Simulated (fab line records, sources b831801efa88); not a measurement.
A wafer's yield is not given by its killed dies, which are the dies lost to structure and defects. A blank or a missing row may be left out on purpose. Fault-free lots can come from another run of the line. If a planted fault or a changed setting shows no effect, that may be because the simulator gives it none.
Comparing a struck lot with a sound one / flow sky130 / 17 steps out of a route of 708
Sound: these wafers, L583.1, L583.2, L583.6. The struck wafers were L594.4, L594.5, L594.6. The cause is named last.
Per side, at each step with rows, come the tool, then ch with its chambers, and then its first start. Under that, the readings that differ: sound wafers / struck wafers / difference of the means / sigmas: that difference in standard deviations of wafers without a fault.
alike: same words and numbers on both sides, and readings whose means sit less than 2 such deviations apart. not compared: any withheld reading, any reading some wafer has no value for, any bound like >300 that may hide the same value, and any number with overlapping values for which the record gives no deviation.
Wherever a step has rows on one side only, a row that says differs or no value, or a row with sigmas, the two part there. Non-overlapping numbers with no deviation appear without sigmas and do not part them. Lack of a reading on every wafer of one side parts them only where that side has two or more wafers.

first, 2 steps without rows for these wafers: SKY_NWELL_IMPLANT_12; SKY_NWELL_IMPLANT_13.
SKY_NWELL_STRIP_14: strips in O2/N2.
  sound on plasma-asher-02 ch 0,1, day 5 08:05; struck on plasma-asher-03 ch 0,1, day 7 08:49
  alike: drypump-motor-current-A, n2-flow-sccm, oes-product-au, strip-time-to-endpoint-s
  not compared: rf-hours-counter-h
SKY_NWELL_TW_MEAS_15:
  sound on film-metro-04, day 5 08:11; struck on film-metro-04, day 7 08:54
  alike: NWELL_TW
then, 7 steps without rows for these wafers: SKY_NWELL_DEHYDRATE_16 (time 60 s); SKY_NWELL_HMDS_17 (prime time 60 s); SKY_NWELL_COAT_18 (resist thk 3000 nm); SKY_NWELL_SOFTBAKE_19; SKY_NWELL_EXPOSE_20 (exposes mask NWM COMPLEMENT, target cd 840 nm); SKY_NWELL_PEB_21; SKY_NWELL_DEVELOP_22 (develop time 60 s).
SKY_NWELL_OVL_MEAS_23:
  sound on overlay-01, day 6 02:19; struck on overlay-02, day 8 04:34
  alike: NWELL_01_OVL
SKY_NWELL_IMPLANT_24:
  sound on implanter-01 ch 0, day 6 02:21; struck on implanter-01 ch 0, day 8 04:39
reading=dose-ions-cm2; sound=9.204e+12 9.2e+12 9.205e+12; struck=8.507e+12 8.506e+12 8.519e+12; difference=-6.923e+11; sigmas=-77
reading=faraday-current-uA; sound=52.1 52.9 53.1; struck=48.1 48.7 45.6; difference=-5.2; sigmas=-6
SKY_NWELL_STRIP_25: strips in O2/N2.
  sound on plasma-asher-03 ch 0,1, day 6 02:30; struck on plasma-asher-02 ch 0,1, day 8 04:46
reading=strip-time-to-endpoint-s (s); sound=37.10 37.00 37.13; struck=36.80 36.76 36.87; difference=-0.27; sigmas=-2
  alike: drypump-motor-current-A, n2-flow-sccm, oes-product-au
  not compared: rf-hours-counter-h
SKY_NWELL_TW_MEAS_26:
  sound on film-metro-04, day 6 02:36; struck on film-metro-03, day 8 04:51
reading=NWELL_2_TW; sound=500 502 503; struck=486 486 486; difference=-16; sigmas=-4
then, 1 step without rows for these wafers: SKY_NWELL_CLEAN_27 (cleans in SC1/SC2, time 150 s).
-- the record jumps here: 41 days lie between the struck wafers' starts before and after (it left off in module NWELL and takes up again in module PAD_OPEN, whose first step shown is number 708 of the route) --
SKY_PAD_OPEN_PROBE_99:
  sound on prober-02, day 46 11:12; struck on prober-01, day 48 18:10
reading=model.etest.res-pwell-under-gate.rs-ohm-sq; sound=2276 2266 2289; struck=2421 2415 2406; difference=+137; sigmas=
reading=model.etest.field-n.vt-v (V); sound=36.01 36.1 36.16; struck=34.32 34.29 34.49; difference=-1.72; sigmas=
  alike: killed_at_M0_to_M3, killed_at_M4_up, killed-at-contacts, killed-at-front-end, killed-at-other, killed-dies, killed-open, killed-short
  not compared: model.etest.pfet_16v.r-on-ohm-um

WHERE THEY PART
Earliest at SKY_NWELL_IMPLANT_24; latest, in this record, at SKY_NWELL_TW_MEAS_26. Later steps at which nothing parts them and some readings are alike: SKY_PAD_OPEN_PROBE_99.

WHY: what the simulator had put in
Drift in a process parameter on implanter-01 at SKY_NWELL_IMPLANT_24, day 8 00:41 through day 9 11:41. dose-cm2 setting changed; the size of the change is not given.
